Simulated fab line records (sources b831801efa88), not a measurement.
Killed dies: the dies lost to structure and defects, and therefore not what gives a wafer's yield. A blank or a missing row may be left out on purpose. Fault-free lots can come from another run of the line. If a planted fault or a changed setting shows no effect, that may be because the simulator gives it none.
Struck lot and sound lot, side by side | flow sky130 | 43 steps out of a route of 708
Sound: wafers L619.2, L619.3, L619.5. The struck wafers were L628.2, L628.3, L628.5. The cause is given at the end.
Per side, at each step with rows, come the tool, then ch with its chambers, and then its first start. Under that, the readings that differ: sound wafers | struck wafers | difference of the means | sigmas: that difference in standard deviations of wafers without a fault.
alike: same words and numbers on both sides, and readings whose means sit less than 2 such deviations apart. not compared: any withheld reading, any reading some wafer has no value for, any bound like >300 that may hide the same value, and any number with overlapping values for which the record gives no deviation.
A row with sigmas, a row that says differs or no value, or rows on one side alone: a step with any of these is where the two part. Numbers that have no deviation but don't overlap get no sigmas and don't part them. Lack of a reading on every wafer of one side parts them only where that side has two or more wafers.

first, 2 steps without rows for these wafers: SKY_CONTACT_PEB_12; SKY_CONTACT_DEVELOP_13 (develop time 60 s).
SKY_CONTACT_CD_MEAS_14 targets a cd of 170 nm.
  sound: cd-sem-01 at day 34 13:42; struck: cd-sem-01 at day 37 00:03
  alike: cd-nm
SKY_CONTACT_OVL_MEAS_15:
  sound: overlay-02 at day 34 13:48; struck: overlay-01 at day 37 00:10
  alike: CONTACT_OVL
then, 8 steps without rows for these wafers: SKY_CONTACT_ETCH_16 (etches BARC in N2/H2, stops on SiO2, time 45.9 s, target depth 60 nm); SKY_CONTACT_ETCH_17 (etches SiO2 in C4F8/O2/Ar, stops on Si3N4, target depth 340 nm); SKY_CONTACT_ETCH_18 (etches Si3N4 in CHF3/O2, stops on TiN, time 39 s, target depth 75 nm); SKY_CONTACT_STRIP_19 (strips in O2/N2); SKY_CONTACT_STRIP_20 (strips in post etch residue remover, time 1200 s); SKY_CONTACT_CLEAN_21 (cleans in IPA, time 180 s); SKY_CONTACT_CLEAN_22 (cleans in O3/DIW); SKY_CONTACT_SPUTTER_23 (material TiN, target thk 20 nm, time 80 s).
SKY_CONTACT_CVD_24: deposits W, target thk 340 nm, time 102.12 s.
  sound on cvd-w-01 ch 0,1, day 34 14:40; struck on cvd-w-01 ch 0,1, day 37 01:01
  alike: heater-power-w, susceptor-temp-C
SKY_CONTACT_RS_MEAS_25: a four-point-probe measurement.
  sound: film-metro-02 at day 34 14:47; struck: film-metro-03 at day 37 01:09
  alike: CONTACT_W_RS
SKY_CONTACT_THK_MEAS_26: measures by xrf.
  sound: film-metro-02 at day 34 14:54; struck: film-metro-03 at day 37 01:16
  alike: CONTACT_W_THK
then, 3 steps without rows for these wafers: SKY_CONTACT_CMP_27 (polishes, stops on SiO2, t overpolish 15 s, target thk 0 nm); SKY_METAL1_SPUTTER_00 (material Ti, target thk 15 nm, time 10 s); SKY_METAL1_SPUTTER_01 (material TiN, target thk 20 nm, time 16.7 s).
SKY_METAL1_SPUTTER_02: material AlCu, target thk 250 nm, time 13.3 s.
  sound: pvd-sputter-03 at day 34 15:18; struck: pvd-sputter-03 at day 37 01:39
  alike: throttle-valve-pct
SKY_METAL1_SPUTTER_03: material Ti, target thk 5 nm, time 3.3 s.
  sound: pvd-sputter-03 at day 34 15:20; struck: pvd-sputter-03 at day 37 01:41
  alike: throttle-valve-pct
SKY_METAL1_SPUTTER_04: material TiN, target thk 70 nm, time 58.3 s.
  sound: pvd-sputter-03 at day 34 15:21; struck: pvd-sputter-03 at day 37 01:42
  alike: throttle-valve-pct
SKY_METAL1_RS_MEAS_05: a four-point-probe measurement.
  sound: film-metro-04 at day 34 15:25; struck: film-metro-04 at day 37 01:46
  alike: METAL1_ALCU_RS
SKY_METAL1_THK_MEAS_06: measures by xrf.
  sound: film-metro-04 at day 34 15:31; struck: film-metro-04 at day 37 01:52
  alike: METAL1_ALCU_THK
then, 8 steps without rows for these wafers: SKY_METAL1_DEHYDRATE_07 (time 60 s); SKY_METAL1_HMDS_08 (prime time 60 s); SKY_METAL1_COAT_09 (resist thk 60 nm); SKY_METAL1_COAT_10 (resist thk 450 nm); SKY_METAL1_SOFTBAKE_11 (time 90 s); SKY_METAL1_EXPOSE_12 (exposes mask MM1, target cd 140 nm); SKY_METAL1_PEB_13; SKY_METAL1_DEVELOP_14 (develop time 60 s).
SKY_METAL1_CD_MEAS_15 targets a cd of 140 nm.
  sound: cd-sem-02 at day 35 18:50; struck: cd-sem-01 at day 38 03:31
  alike: cd-nm
SKY_METAL1_OVL_MEAS_16:
  sound: overlay-02 at day 35 18:56; struck: overlay-02 at day 38 03:37
  alike: METAL1_OVL
SKY_METAL1_DESCUM_17: chemistry O2, time 8 s.
  sound on rie-metal-02 ch 0,1, day 35 18:58; struck on rie-metal-02 ch 0,1, day 38 03:39
  alike: drypump-motor-current-A, oes-product-au
  not compared: rf-hours-counter-h
then, 1 step without rows for these wafers: SKY_METAL1_ETCH_18 (etches BARC in N2/H2, stops on SiO2, time 45.9 s, target depth 60 nm).
SKY_METAL1_METAL_ETCH_19: etches the open film in Cl2/BCl3, stops on SiO2, target depth 360 nm, time 78 s.
  sound on rie-metal-02 ch 0,1, day 35 19:04; struck on rie-metal-02 ch 0,1, day 38 03:45
  alike: drypump-motor-current-A, oes-product-au, throttle-valve-pct
  not compared: rf-hours-counter-h
then, 5 steps without rows for these wafers: SKY_METAL1_STRIP_20 (strips in O2/N2); SKY_METAL1_STRIP_21 (strips in post etch residue remover, time 1200 s); SKY_METAL1_CLEAN_22 (cleans in IPA, time 180 s); SKY_METAL1_CLEAN_23 (cleans in O3/DIW); SKY_VIA1_HDPCVD_00 (deposits SiO2, target thk 1030 nm, time 171.7 s).
SKY_VIA1_THK_MEAS_01:
  sound: film-metro-02 at day 35 19:55; struck: film-metro-03 at day 38 04:33
  alike: VIA1_HDPCVD_THK
-- the record jumps here: 12 days lie between the struck wafers' starts before and after (it left off in module VIA1 and takes up again in module PAD_OPEN, whose first step shown is number 708 of the route) --
SKY_PAD_OPEN_PROBE_99:
  sound: prober-01 at day 48 00:49; struck: prober-01 at day 49 20:38
  reading            | sound    | struck     | difference | sigmas
  killed-at-contacts | 33 21 31 | 48 34 61   | +19        | +4
  killed-dies        | 78 83 73 | 105 88 126 | +28        | +3
  alike: killed_at_M0_to_M3, killed_at_M4_up, killed-at-front-end, killed-at-other, killed-open, killed-short

== WHERE THEY PART ==
Within this record, at SKY_PAD_OPEN_PROBE_99 only.

WHY: what had been put in by the simulator
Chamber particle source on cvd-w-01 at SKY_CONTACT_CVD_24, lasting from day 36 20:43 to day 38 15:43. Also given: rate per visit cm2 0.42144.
